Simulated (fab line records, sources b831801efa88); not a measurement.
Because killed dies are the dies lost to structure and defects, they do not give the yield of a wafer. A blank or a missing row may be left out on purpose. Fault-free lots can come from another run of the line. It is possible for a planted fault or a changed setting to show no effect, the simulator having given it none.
Which of the tools did it?	flow sky130	33 wafers from 11 lots sampled at 6 of the route's 708 steps

== WHAT EACH GAUGE READ, for each wafer ==
SKY_POLY_GATE_CD_MEAS_13 targets a cd of 150 nm.
lot	measured	on	cd nm (nm)
L923	day 17 00:58	cd sem-02	149.7 151.0 151.3
L924	day 17 06:06	cd sem-01	149.6 147.9 150.1
L925	day 17 23:08	cd sem-01	151.1 151.4 151.3
L930	day 19 19:26	cd sem-02	149.3 150.8 150.3
L931	day 19 20:14	cd sem-02	149.7 149.2 149.4
L933	day 20 20:53	cd sem-02	148.9 149.1 149.2
L937	day 22 07:03	cd sem-01	149.7 150.5 149.6
L939	day 23 13:57	cd sem-02	150.6 150.0 149.5
L940	day 23 14:17	cd sem-02	150.9 149.6 149.2
L941	day 24 00:42	cd sem-02	150.2 149.2 150.6
L944	day 24 19:26	cd sem-02	148.5 148.6 148.3

SKY_LDD_N_OVL_MEAS_07.
lot	measured	on	LDD_N_OVL (nm)
L923	day 18 10:07	overlay-02	-0.9 -1.0 -1.1
L924	day 18 14:27	overlay-02	0.2 -1.5 0.5
L925	day 19 07:54	overlay-02	1.7 2.6 0.7
L930	day 21 03:56	overlay-02	-1.2 0.8 -1.0
L931	day 21 05:18	overlay-02	-2.2 -1.5 -2.2
L933	day 22 04:59	overlay-02	-2.2 -1.8 -1.9
L937	day 23 16:06	overlay-02	2.3 1.3 1.7
L939	day 24 21:07	overlay-01	-0.2 0.8 1.0
L940	day 24 22:00	overlay-01	-0.8 0.6 -1.0
L941	day 25 08:40	overlay-02	0.5 0.7 0.3
L944	day 26 03:03	overlay-02	-0.4 -1.5 1.0

SKY_LDD_N_TW_MEAS_17.
lot	measured	on	LDD_N_TW
L923	day 18 11:28	film metro-04	2601 2604 2610
L924	day 18 15:47	film metro-02	2571 2582 2582
L925	day 19 09:14	film metro-03	2554 2549 2571
L930	day 21 05:16	film metro-02	2894 2898 2906 2885 2896 2893
L931	day 21 06:38	film metro-04	2627 2617 2624
L933	day 22 06:19	film metro-03	2844 2833 2858 2858 2838 2848
L937	day 23 17:26	film metro-03	2557 2553 2559
L939	day 24 23:34	film metro-04	2603 2619 2616
L940	day 24 23:20	film metro-02	2566 2572 2568
L941	day 25 10:00	film metro-02	2580 2599 2592
L944	day 26 04:23	film metro-03	2587 2578 2591

== WHICH TOOL RAN EACH LOT (tool, then ch and the chambers of the sampled wafers, then the start) ==
lot	SKY_POLY_GATE_STRIP_18	SKY_LDD_N_IMPLANT_10	SKY_LDD_N_STRIP_16
L923	plasma asher-01 ch 0,1, day 17 01:22	implanter-04 ch 0, day 18 10:29	plasma asher-02 ch 0,1, day 18 11:22
L924	plasma asher-03 ch 0,1, day 17 06:30	implanter-01 ch 0, day 18 14:47	plasma asher-01 ch 0,1, day 18 15:41
L925	plasma asher-01 ch 0,1, day 17 23:32	implanter-01 ch 0, day 19 08:14	plasma asher-03 ch 0,1, day 19 09:08
L930	plasma asher-01 ch 0,1, day 19 19:50	implanter-01 ch 0, day 21 04:16	plasma asher-02 ch 0,1, day 21 05:10
L931	plasma asher-01 ch 0,1, day 19 20:38	implanter-03 ch 0, day 21 05:38	plasma asher-03 ch 0,1, day 21 06:32
L933	plasma asher-04 ch 0, day 20 21:16	implanter-01 ch 0, day 22 05:19	plasma asher-02 ch 1, day 22 06:13
L937	plasma asher-03 ch 0,1, day 22 07:27	implanter-04 ch 0, day 23 16:26	plasma asher-01 ch 1, day 23 17:20
L939	plasma asher-03 ch 0, day 23 14:19	implanter-01 ch 0, day 24 21:28	plasma asher-02 ch 0,1, day 24 23:28
L940	plasma asher-03 ch 0,1, day 23 14:40	implanter-03 ch 0, day 24 22:20	plasma asher-01 ch 0,1, day 24 23:14
L941	plasma asher-04 ch 0,1, day 24 01:04	implanter-01 ch 0, day 25 09:01	plasma asher-02 ch 0,1, day 25 09:53
L944	plasma asher-03 ch 0, day 24 19:49	implanter-03 ch 0, day 26 03:23	plasma asher-01 ch 0,1, day 26 04:17
- SKY_POLY_GATE_STRIP_18: strips in O2/N2.
- SKY_LDD_N_IMPLANT_10
- SKY_LDD_N_STRIP_16: strips in O2/N2.

== AS READ BY THE TOOLS THEMSELVES (means over the sampled wafers that have a number; for cases with no such wafer, the mark the record gives instead) ==
SKY_POLY_GATE_STRIP_18.
lot	tool	drypump motor current A (A)	oes product au (a.u.)	strip time to endpoint s (s)
L923	plasma asher-01	6.38	0.357	3.16
L924	plasma asher-03	5.98	0.360	3.21
L925	plasma asher-01	6.37	0.359	3.19
L930	plasma asher-01	6.32	0.364	3.22
L931	plasma asher-01	6.39	0.360	3.17
L933	plasma asher-04	5.95	0.358	3.18
L937	plasma asher-03	6.00	0.360	3.13
L939	plasma asher-03	5.90	0.361	3.14
L940	plasma asher-03	6.09	0.361	3.23
L941	plasma asher-04	5.81	0.362	3.17
L944	plasma asher-03	5.90	0.360	3.20

SKY_LDD_N_IMPLANT_10.
lot	tool	beam on s (s)	dose ions cm2	end station pressure torr (Torr)	faraday current uA
L923	implanter-04	9.87	7.487e+13	5.1e-06	428
L924	implanter-01	9.91	7.499e+13	5.3e-06	426
L925	implanter-01	9.83	7.501e+13	5.4e-06	430
L930	implanter-01	41.67	3.731e+14	5.1e-06	504
L931	implanter-03	10.18	7.497e+13	5.4e-06	415
L933	implanter-01	42.26	3.730e+14	4.9e-06	498
L937	implanter-04	9.96	7.492e+13	5.2e-06	426
L939	implanter-01	9.91	7.509e+13	5.3e-06	426
L940	implanter-03	9.81	7.497e+13	5.4e-06	432
L941	implanter-01	9.97	7.489e+13	5.1e-06	424
L944	implanter-03	10.06	7.500e+13	5.6e-06	421

SKY_LDD_N_STRIP_16.
lot	tool	drypump motor current A (A)	oes product au (a.u.)	strip time to endpoint s (s)
L923	plasma asher-02	5.2	0.404	4.334
L924	plasma asher-01	6.4	0.406	4.314
L925	plasma asher-03	6.1	0.408	4.325
L930	plasma asher-02	5.1	0.407	5.064
L931	plasma asher-03	6.1	0.407	4.316
L933	plasma asher-02	4.9	0.403	5.059
L937	plasma asher-01	6.3	0.405	4.312
L939	plasma asher-02	5.1	0.407	4.308
L940	plasma asher-01	6.4	0.408	4.301
L941	plasma asher-02	5.3	0.408	4.300
L944	plasma asher-01	6.4	0.406	4.316

== THE ANSWER, worked out from the rows above alone ==
Rule: the usual values come from the lots themselves. The widest of any qualifying gaps counts: lots, ordered by their means at a reading, are off when they make up no more than a third of the lots, leave a main group of 4 or more, and stand apart from it by 3 or more times the standard deviation of that group's means. Not used: any main group whose means are identical at the precision the tables above print for the reading. Also off: a lot with no number at a reading for which 4 or more lots have one. Where the step has rows for the other lots, those lots are counted as sound. After the gauges, taken in route order, come the tools' own readings; for these a lot's mean is taken, as printed above. At the first step where some lot is off, the reading lying furthest off is the one used; lots without a number count as furthest.
Off: L930, L933, at SKY_LDD_N_TW_MEAS_17 (LDD_N_TW). Mean 2586 and standard deviation 22 in the main group.
If a tool, at a process step before that reading, ran all the lots that are off and no sound lot after the first of them, it fits. Not tried: the gauges at SKY_LDD_N_TW_MEAS_17; whatever is off there is also off at SKY_LDD_N_IMPLANT_10, on other tools, and gauge error can't account for it. None of those tried fits.

== WHAT THE SIMULATOR HAD INSERTED ==
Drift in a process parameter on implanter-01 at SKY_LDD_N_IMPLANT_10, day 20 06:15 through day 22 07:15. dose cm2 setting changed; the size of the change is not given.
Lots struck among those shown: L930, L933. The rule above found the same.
